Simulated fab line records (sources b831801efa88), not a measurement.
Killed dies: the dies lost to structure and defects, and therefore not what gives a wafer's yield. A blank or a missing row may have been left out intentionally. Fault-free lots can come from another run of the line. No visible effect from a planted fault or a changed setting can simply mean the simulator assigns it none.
A lot that was struck, set against a sound lot || flow sky130 || 15 steps out of a route of 708
Sound: the wafers L198.2, L198.3, L198.4. Struck: wafer L204.6 (left out: L204.4, L204.5 of the same lot, which were not struck); the cause appears at the end.
At each step with rows: each side's tool, then ch and its chambers, then its first start. Under that, the readings that differ: sound wafers || struck wafers || difference of the means || sigmas: that difference in standard deviations of wafers without a fault.
alike: words and numbers the same on both sides, and readings whose means are apart by under 2 such deviations; not compared: readings that were withheld, readings missing a value for some wafer, numbers with overlapping values and no deviation given by the record, and bounds like >300 which may hide the same value.
A row with sigmas, a row that says differs or no value, or rows on one side alone: a step with any of these is where the two part. Numbers that don't overlap but have no deviation are shown without sigmas and don't part them. Lack of a reading on every wafer of one side parts them only where that side has two or more wafers.

first, 3 steps without rows for these wafers: SKY_VIA3_STRIP_17 (strips in post etch residue remover, time 1200 s); SKY_VIA3_CLEAN_18 (cleans in IPA, time 180 s); SKY_VIA3_CLEAN_19 (cleans in O3/DIW).
SKY_VIA3_SPUTTER_20: material TiN, target thk 20 nm, time 80 s.
  struck on pvd_sputter-01, day 42 16:21; sound on pvd_sputter-02, day 40 03:25
  alike: cathode_dc_power_W, throttle_valve_pct
then, 1 step without rows for these wafers: SKY_VIA3_CVD_21 (deposits W, target thk 390 nm, time 117.31 s).
SKY_VIA3_RS_MEAS_22: a four-point-probe measurement.
  struck on film_metro-02, day 42 16:36; sound on film_metro-02, day 40 03:37
  alike: VIA3_W_RS
SKY_VIA3_THK_MEAS_23: measures by xrf.
  struck on film_metro-02, day 42 16:41; sound on film_metro-02, day 40 03:43
  alike: VIA3_W_THK
SKY_VIA3_CMP_24: polishes, stops on SiO2, t overpolish 20 s, target thk 0 nm.
  sound on cmp-01 ch 1,2,3, day 40 03:49; struck on cmp-02 ch 1, day 42 16:53
  alike: motor_current_A, overpolish_run_s, time_to_endpoint_s
then, 1 step without rows for these wafers: SKY_METAL4_SPUTTER_00 (material Ti, target thk 15 nm, time 10 s).
SKY_METAL4_SPUTTER_01: material TiN, target thk 20 nm, time 16.7 s.
  struck on pvd_sputter-02, day 42 17:05; sound on pvd_sputter-03, day 40 04:05
  alike: cathode_dc_power_W, throttle_valve_pct
then, 1 step without rows for these wafers: SKY_METAL4_SPUTTER_02 (material AlCu, target thk 735 nm, time 39.1 s).
SKY_METAL4_SPUTTER_03: material Ti, target thk 5 nm, time 3.3 s.
  struck on pvd_sputter-02, day 42 17:08; sound on pvd_sputter-03, day 40 04:10
{"reading": "cathode_dc_power_W (W)", "sound": "2999.6 2998.9 3000.4", "struck": 3001.2, "difference": "+1.6", "sigmas": "+3"}
  alike: throttle_valve_pct
SKY_METAL4_SPUTTER_04: material TiN, target thk 70 nm, time 58.3 s.
  struck on pvd_sputter-02, day 42 17:10; sound on pvd_sputter-03, day 40 04:10
{"reading": "cathode_dc_power_W (W)", "sound": "6499.7 6501.0 6501.2", "struck": 6094.2, "difference": -406.4, "sigmas": "-99 or more"}
{"reading": "model.TiN_of_METAL4_SPUTTER_04.thk_nm (nm)", "sound": "71.3 70.27 70.86", "struck": 64.72, "difference": -6.09, "sigmas": ""}
  alike: throttle_valve_pct
SKY_CAP2M_CVD_00: deposits SiO2, target thk 15.5 nm.
  sound on pecvd-04 ch 0,2, day 40 04:13; struck on pecvd-02 ch 2, day 42 17:13
  alike: heater_power_w
-- the record jumps here: 6 days lie between the struck wafers' starts before and after (it left off in module CAP2M and takes up again in module PAD_OPEN, whose first step shown is number 708 of the route) --
SKY_PAD_OPEN_PROBE_99:
  rows exist in the record for the struck wafers here (prober-02, day 48 08:27), but not for the sound ones

WHERE THEY PART
At SKY_METAL4_SPUTTER_03 first; at SKY_PAD_OPEN_PROBE_99 last (within this record only).

WHY: what the simulator had put in
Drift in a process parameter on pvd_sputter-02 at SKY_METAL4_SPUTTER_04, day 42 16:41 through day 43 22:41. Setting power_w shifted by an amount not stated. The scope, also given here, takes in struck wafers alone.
